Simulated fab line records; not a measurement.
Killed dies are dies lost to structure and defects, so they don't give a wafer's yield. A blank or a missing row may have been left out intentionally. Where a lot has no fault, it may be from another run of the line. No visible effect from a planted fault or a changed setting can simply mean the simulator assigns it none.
Which tool did it? || flow gf180mcu || 12 lots with 36 wafers sampled at 3 steps, on a route of 602 steps

WHAT THE GAUGES READ, wafer by wafer
GF_M1_CD_MEAS_14: target cd 230 nm. Usual: 229.7 nm for cdNm, sd 1.2.
{"lot": "L204", "measured": "day 17 04:44", "on": "cdSem-01", "cdNm (nm)": "231.9 232.0 232.0", "flag": ""}
{"lot": "L206", "measured": "day 18 00:17", "on": "cdSem-01", "cdNm (nm)": "229.8 229.7 230.7", "flag": ""}
{"lot": "L208", "measured": "day 19 03:13", "on": "cdSem-02", "cdNm (nm)": "230.7 229.7 229.4", "flag": ""}
{"lot": "L209", "measured": "day 19 13:10", "on": "cdSem-01", "cdNm (nm)": "228.0 227.8 227.1", "flag": ""}
{"lot": "L210", "measured": "day 19 21:11", "on": "cdSem-01", "cdNm (nm)": "228.0 230.3 230.0", "flag": ""}
{"lot": "L212", "measured": "day 20 10:57", "on": "cdSem-01", "cdNm (nm)": "228.8 228.3 229.4", "flag": ""}
{"lot": "L218", "measured": "day 22 17:08", "on": "cdSem-01", "cdNm (nm)": "228.2 228.9 228.7", "flag": ""}
{"lot": "L219", "measured": "day 22 21:08", "on": "cdSem-01", "cdNm (nm)": "229.6 229.3 230.5", "flag": ""}
{"lot": "L221", "measured": "day 23 22:55", "on": "cdSem-01", "cdNm (nm)": "229.2 230.3 229.2", "flag": ""}
{"lot": "L223", "measured": "day 24 04:46", "on": "cdSem-02", "cdNm (nm)": "228.8 230.1 232.0", "flag": ""}
{"lot": "L224", "measured": "day 24 17:31", "on": "cdSem-02", "cdNm (nm)": "229.6 229.8 231.3", "flag": ""}
{"lot": "L226", "measured": "day 25 08:49", "on": "cdSem-01", "cdNm (nm)": "229.8 230.4 231.8", "flag": ""}

WHICH TOOL RAN EACH LOT (tool, then ch and the chambers of the sampled wafers, then the start)
{"lot": "L204", "GF_CONTACT_CVD_02": "pecvd-03 ch 0,1,2, day 15 07:48", "GF_CONTACT_SPUTTER_22": "pvdSputter-02, day 16 06:18"}
{"lot": "L206", "GF_CONTACT_CVD_02": "pecvd-01 ch 0,1,2, day 16 01:32", "GF_CONTACT_SPUTTER_22": "pvdSputter-02, day 17 01:26"}
{"lot": "L208", "GF_CONTACT_CVD_02": "pecvd-01 ch 0,2, day 17 02:34", "GF_CONTACT_SPUTTER_22": "pvdSputter-04, day 18 02:26"}
{"lot": "L209", "GF_CONTACT_CVD_02": "pecvd-01 ch 1,2, day 17 13:02", "GF_CONTACT_SPUTTER_22": "pvdSputter-02, day 18 13:08"}
{"lot": "L210", "GF_CONTACT_CVD_02": "pecvd-02 ch 1,2, day 17 20:17", "GF_CONTACT_SPUTTER_22": "pvdSputter-02, day 18 20:22"}
{"lot": "L212", "GF_CONTACT_CVD_02": "pecvd-02 ch 0,1,2, day 18 09:19", "GF_CONTACT_SPUTTER_22": "pvdSputter-02, day 19 10:17"}
{"lot": "L218", "GF_CONTACT_CVD_02": "pecvd-01 ch 0,2, day 20 15:09", "GF_CONTACT_SPUTTER_22": "pvdSputter-02, day 21 16:28"}
{"lot": "L219", "GF_CONTACT_CVD_02": "pecvd-01 ch 0,1, day 20 19:08", "GF_CONTACT_SPUTTER_22": "pvdSputter-04, day 21 20:14"}
{"lot": "L221", "GF_CONTACT_CVD_02": "pecvd-01 ch 0,1, day 21 21:47", "GF_CONTACT_SPUTTER_22": "pvdSputter-03, day 22 23:02"}
{"lot": "L223", "GF_CONTACT_CVD_02": "pecvd-01 ch 0,2, day 22 03:58", "GF_CONTACT_SPUTTER_22": "pvdSputter-03, day 23 04:23"}
{"lot": "L224", "GF_CONTACT_CVD_02": "pecvd-03 ch 1,2, day 22 16:56", "GF_CONTACT_SPUTTER_22": "pvdSputter-02, day 23 18:09"}
{"lot": "L226", "GF_CONTACT_CVD_02": "pecvd-01 ch 0,1,2, day 23 10:14", "GF_CONTACT_SPUTTER_22": "pvdSputter-04, day 24 10:32"}
- GF_CONTACT_CVD_02: deposits SiO2 from TEOS, target thk 860 nm, time 95.992 s.
- GF_CONTACT_SPUTTER_22: material Ti, target thk 15 nm, time 80.02 s.

WHAT THE TOOLS THEMSELVES READ (means of the sampled wafers that have a number; where no wafer has one, the mark that the record gives instead)
GF_CONTACT_CVD_02. Usual: 673 W for heaterPowerW, sd 85.
{"lot": "L204", "tool": "pecvd-03", "heaterPowerW (W)": 706, "flag": ""}
{"lot": "L206", "tool": "pecvd-01", "heaterPowerW (W)": 694, "flag": ""}
{"lot": "L208", "tool": "pecvd-01", "heaterPowerW (W)": 700, "flag": ""}
{"lot": "L209", "tool": "pecvd-01", "heaterPowerW (W)": 742, "flag": ""}
{"lot": "L210", "tool": "pecvd-02", "heaterPowerW (W)": 548, "flag": ""}
{"lot": "L212", "tool": "pecvd-02", "heaterPowerW (W)": 600, "flag": ""}
{"lot": "L218", "tool": "pecvd-01", "heaterPowerW (W)": 655, "flag": ""}
{"lot": "L219", "tool": "pecvd-01", "heaterPowerW (W)": 786, "flag": ""}
{"lot": "L221", "tool": "pecvd-01", "heaterPowerW (W)": 675, "flag": ""}
{"lot": "L223", "tool": "pecvd-01", "heaterPowerW (W)": 660, "flag": ""}
{"lot": "L224", "tool": "pecvd-03", "heaterPowerW (W)": 592, "flag": ""}
{"lot": "L226", "tool": "pecvd-01", "heaterPowerW (W)": 693, "flag": ""}

GF_CONTACT_SPUTTER_22. Usual: cathodeDcPowerW 2500.0 W, standard deviation 0.46; chamberPressurePa 4.999 Pa, standard deviation 0.01; throttleValvePct 29.7 %, standard deviation 0.87.
{"lot": "L204", "tool": "pvdSputter-02", "cathodeDcPowerW (W)": 2499.7, "chamberPressurePa (Pa)": 4.994, "throttleValvePct (%)": 29.6, "flag": ""}
{"lot": "L206", "tool": "pvdSputter-02", "cathodeDcPowerW (W)": 2500.1, "chamberPressurePa (Pa)": 4.999, "throttleValvePct (%)": 29.8, "flag": ""}
{"lot": "L208", "tool": "pvdSputter-04", "cathodeDcPowerW (W)": 2499.8, "chamberPressurePa (Pa)": 5.002, "throttleValvePct (%)": 30.6, "flag": ""}
{"lot": "L209", "tool": "pvdSputter-02", "cathodeDcPowerW (W)": 2500.1, "chamberPressurePa (Pa)": 4.997, "throttleValvePct (%)": 29.6, "flag": ""}
{"lot": "L210", "tool": "pvdSputter-02", "cathodeDcPowerW (W)": 2499.6, "chamberPressurePa (Pa)": 4.997, "throttleValvePct (%)": 29.1, "flag": ""}
{"lot": "L212", "tool": "pvdSputter-02", "cathodeDcPowerW (W)": 2500.0, "chamberPressurePa (Pa)": 5.003, "throttleValvePct (%)": 29.6, "flag": ""}
{"lot": "L218", "tool": "pvdSputter-02", "cathodeDcPowerW (W)": 2499.6, "chamberPressurePa (Pa)": 5.001, "throttleValvePct (%)": 29.6, "flag": ""}
{"lot": "L219", "tool": "pvdSputter-04", "cathodeDcPowerW (W)": 2499.9, "chamberPressurePa (Pa)": 5.002, "throttleValvePct (%)": 31.0, "flag": ""}
{"lot": "L221", "tool": "pvdSputter-03", "cathodeDcPowerW (W)": 2500.1, "chamberPressurePa (Pa)": 4.998, "throttleValvePct (%)": 30.2, "flag": ""}
{"lot": "L223", "tool": "pvdSputter-03", "cathodeDcPowerW (W)": 2499.7, "chamberPressurePa (Pa)": 5.002, "throttleValvePct (%)": 29.4, "flag": ""}
{"lot": "L224", "tool": "pvdSputter-02", "cathodeDcPowerW (W)": 2500.3, "chamberPressurePa (Pa)": 5.001, "throttleValvePct (%)": 29.3, "flag": ""}
{"lot": "L226", "tool": "pvdSputter-04", "cathodeDcPowerW (W)": 2500.4, "chamberPressurePa (Pa)": 4.999, "throttleValvePct (%)": 30.4, "flag": ""}

THE ANSWER, worked out from the rows above alone
Rule: lot off if the mean of its wafers having a number is beyond 3 standard deviations from the usual mean. Also off: a lot with no number at a reading for which 4 or more lots have one. All remaining lots with rows at the step are treated as sound. Order of review: gauges by route order, followed by the tools' own readings, for which a lot's mean as printed above is used. The first step at which some lot is off is used, and at that step the reading that is off furthest; a lot without a number counts as furthest.
No lot is off on any of the readings shown, so nothing can be concluded from this.

WHAT THE SIMULATOR HAD INSERTED
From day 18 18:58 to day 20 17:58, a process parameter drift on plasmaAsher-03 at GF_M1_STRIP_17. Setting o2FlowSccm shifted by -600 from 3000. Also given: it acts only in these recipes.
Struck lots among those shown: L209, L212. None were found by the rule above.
